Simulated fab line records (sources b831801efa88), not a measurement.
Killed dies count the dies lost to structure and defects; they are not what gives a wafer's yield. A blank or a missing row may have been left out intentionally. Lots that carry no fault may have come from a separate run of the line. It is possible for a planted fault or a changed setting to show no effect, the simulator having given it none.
What tool caused it? ; flow gf180mcu ; 14 lots with 39 wafers sampled at 4 steps, on a route of 602 steps

== WHAT THE GAUGES SHOWED, per wafer ==
GF_V3_THK_MEAS_01.
lot;measured;on;V3_CVD_00_THK (nm)
L701;day 21 08:31;film_metro-03;589 593 602
L702;day 21 13:17;film_metro-04;601 603 591
L704;day 22 12:07;film_metro-03;601 599 598
L705;day 22 12:29;film_metro-03;600 595 602
L707;day 23 11:44;film_metro-04;604 606 602
L709;day 24 07:25;film_metro-03;598 596 598
L712;day 25 11:53;film_metro-01;609 609 599
L713;day 26 02:41;film_metro-04;600 600 604
L714;day 26 07:01;film_metro-04;603 611 604
L715;day 26 07:32;film_metro-01;604 601 603
L716;day 26 12:08;film_metro-04;609
L720;day 27 18:51;film_metro-04;605 601 599
L719;day 27 14:33;film_metro-04;607 610
L723;day 28 12:04;film_metro-01;590 598 595

GF_V3_CD_MEAS_14 targets a cd of 260 nm.
lot;measured;on;cd_nm (nm)
L701;day 22 07:40;cd_sem-01;260.7 260.3 260.8
L702;day 22 12:34;cd_sem-02;259.9 259.4 259.0
L704;day 23 11:07;cd_sem-02;259.6 260.2 259.9
L705;day 23 11:46;cd_sem-02;262.5 261.3 263.2
L707;day 24 10:17;cd_sem-02;259.6 261.2 259.0
L709;day 25 06:26;cd_sem-01;261.6 260.9 261.2
L712;day 26 09:56;cd_sem-01;260.3 260.4 259.7
L713;day 27 00:37;cd_sem-02;260.6 259.7 260.8
L714;day 27 05:10;cd_sem-02;259.9 261.7 260.7
L715;day 27 05:31;cd_sem-02;260.2 259.3 260.6
L716;day 27 10:05;cd_sem-02;271.4 271.2
L720;day 28 15:19;cd_sem-02;258.4 259.5 258.0
L719;day 28 09:46;cd_sem-02;260.7 275.4 260.6 275.3
L723;day 29 08:12;cd_sem-02;257.8 257.9 259.9

== WHICH TOOL RAN EACH LOT (tool, then ch and the chambers of the sampled wafers, then the start) ==
lot;GF_M3_SPUTTER_01;GF_V3_EXPOSE_11
L701;pvd_sputter-04, day 20 07:31;krf_scanner-02 ch 0, day 21 20:37
L702;pvd_sputter-04, day 20 12:58;krf_scanner-02 ch 0, day 22 01:31
L704;pvd_sputter-02, day 21 11:20;krf_scanner-01 ch 0, day 22 23:56
L705;pvd_sputter-01, day 21 12:19;krf_scanner-01 ch 0, day 23 00:33
L707;pvd_sputter-02, day 22 11:40;krf_scanner-01 ch 0, day 23 23:17
L709;pvd_sputter-04, day 23 07:43;krf_scanner-02 ch 0, day 24 19:14
L712;pvd_sputter-02, day 24 13:46;krf_scanner-01 ch 0, day 25 23:01
L713;pvd_sputter-02, day 25 04:34;krf_scanner-01 ch 0, day 26 13:53
L714;pvd_sputter-01, day 25 08:59;krf_scanner-02 ch 0, day 26 18:26
L715;pvd_sputter-02, day 25 10:00;krf_scanner-02 ch 0, day 26 18:49
L716;pvd_sputter-02, day 25 17:29;krf_scanner-02 ch 0, day 26 23:38
L720;pvd_sputter-04, day 26 21:08;krf_scanner-01 ch 0, day 28 05:47
L719;pvd_sputter-02, day 27 04:17;krf_scanner-02 ch 0, day 28 00:31
L723;pvd_sputter-01, day 27 15:39;krf_scanner-01 ch 0, day 28 23:09
- GF_M3_SPUTTER_01: material TiN, target thk 30 nm, time 25 s.
- GF_V3_EXPOSE_11: exposes mask Via3, target cd 260 nm.

== AS READ BY THE TOOLS THEMSELVES (means over the sampled wafers that have a number; for cases with no such wafer, the mark the record gives instead) ==
GF_M3_SPUTTER_01.
lot;tool;throttle_valve_pct (%)
L701;pvd_sputter-04;31.7
L702;pvd_sputter-04;30.8
L704;pvd_sputter-02;29.2
L705;pvd_sputter-01;29.8
L707;pvd_sputter-02;29.7
L709;pvd_sputter-04;31.7
L712;pvd_sputter-02;31.0
L713;pvd_sputter-02;30.7
L714;pvd_sputter-01;29.3
L715;pvd_sputter-02;30.2
L716;pvd_sputter-02;28.8
L720;pvd_sputter-04;31.2
L719;pvd_sputter-02;30.2
L723;pvd_sputter-01;30.3

== THE ANSWER, worked out from the rows above alone ==
Rule: the usual values come from the lots themselves. Put in order of their means at a reading, lots are off if they are a third of the lots or fewer, leave a main group of 4 or more, and stand apart from it by a gap of 3 or more times the standard deviation of the main group's means; of several such gaps the widest counts. The tables above print the reading to a certain number of digits; a main group whose means all agree to those digits is not used. Also off: a lot with no number at a reading for which 4 or more lots have one. Any other lot the step has rows for is counted as sound. After the gauges, taken in route order, come the tools' own readings; for these a lot's mean is taken, as printed above. At the first step where some lot is off, the reading lying furthest off is the one used; lots without a number count as furthest.
Off at GF_V3_CD_MEAS_14 (cd_nm): L716, L719. For the main group the mean is 260.2 nm and the standard deviation 1.
If a tool, at a process step before that reading, ran all the lots that are off and no sound lot after the first of them, it fits. Those tools and the gauges at GF_V3_CD_MEAS_14 are tried in the same way. This does not decide it: 2 tools fit, namely pvd_sputter-02 at GF_M3_SPUTTER_01 and krf_scanner-02 at GF_V3_EXPOSE_11.

== WHAT THE SIMULATOR HAD PUT IN ==
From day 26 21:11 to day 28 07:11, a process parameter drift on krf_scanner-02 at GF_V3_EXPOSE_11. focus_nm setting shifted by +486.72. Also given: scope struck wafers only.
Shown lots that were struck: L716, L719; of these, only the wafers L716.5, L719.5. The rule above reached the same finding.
